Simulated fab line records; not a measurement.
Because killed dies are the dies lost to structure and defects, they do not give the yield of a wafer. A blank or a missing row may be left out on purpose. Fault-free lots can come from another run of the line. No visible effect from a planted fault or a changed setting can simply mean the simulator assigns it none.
Chamber matching ; flow gf180mcu ; GF_V4_CMP_26 on cmp-02 has 4 sister chambers
The step polishes, stops on SiO2, t overpolish 15 s, target thk 0 nm. 8 wafers are shown with their chamber, then 9 later ones without.

== WAFERS PAIRED WITH THEIR CHAMBERS ==
wafer;chamber;motor-current-A (A);time-to-endpoint-s (s)
L136.4;1;12.2;84
L147.1;0;11.9;85
L148.1;3;12.3;83
L148.3;2;10.2;82
L148.5;0;11.7;88
L152.1;1;12.5;81
L152.2;2;10.7;77
L152.5;3;11.8;78

== WAFERS WITHOUT THEIR CHAMBER ==
wafer;motor-current-A (A);time-to-endpoint-s (s)
L153.2;10.5;82
L153.3;11.6;86
L153.6;11.3;81
L157.1;12.2;84
L157.2;10.8;81
L157.3;12.0;90
L159.1;11.1;87
L159.3;10.0;74
L159.5;12.2;88

== WHICH CHAMBER EACH WENT THROUGH ==
wafer;from the rows above;in truth
L153.2;2;2
L153.3;can't be placed: 0 or 3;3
L153.6;can't be placed: 0 or 3 or 2 or 1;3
L157.1;can't be placed: 1 or 3 or 0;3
L157.2;2;2
L157.3;can't be placed: 0 or 1 or 3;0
L159.1;can't be placed: 0 or 2 or 3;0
L159.3;2;2
L159.5;can't be placed: 0 or 1 or 3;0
Correct placement for 3 of the 9. Cannot be placed on the basis of these rows: 6; the candidates contain the true chamber in 6. Number placed wrongly: 0.
How it was worked out, from the rows above alone: a wafer's distance from a chamber is the root of the sum, over the readings, of the square of ((its reading less the chamber's mean) divided by the reading's scatter). If the next closest chamber is less than 2 further off than the closest, the wafer can't be placed; otherwise it belongs to the closest. A chamber's mean is the mean of its shown wafers. The scatter: the root of (the sum of the squares of (reading less its chamber's mean) over the shown wafers, divided by (wafers less chambers)).
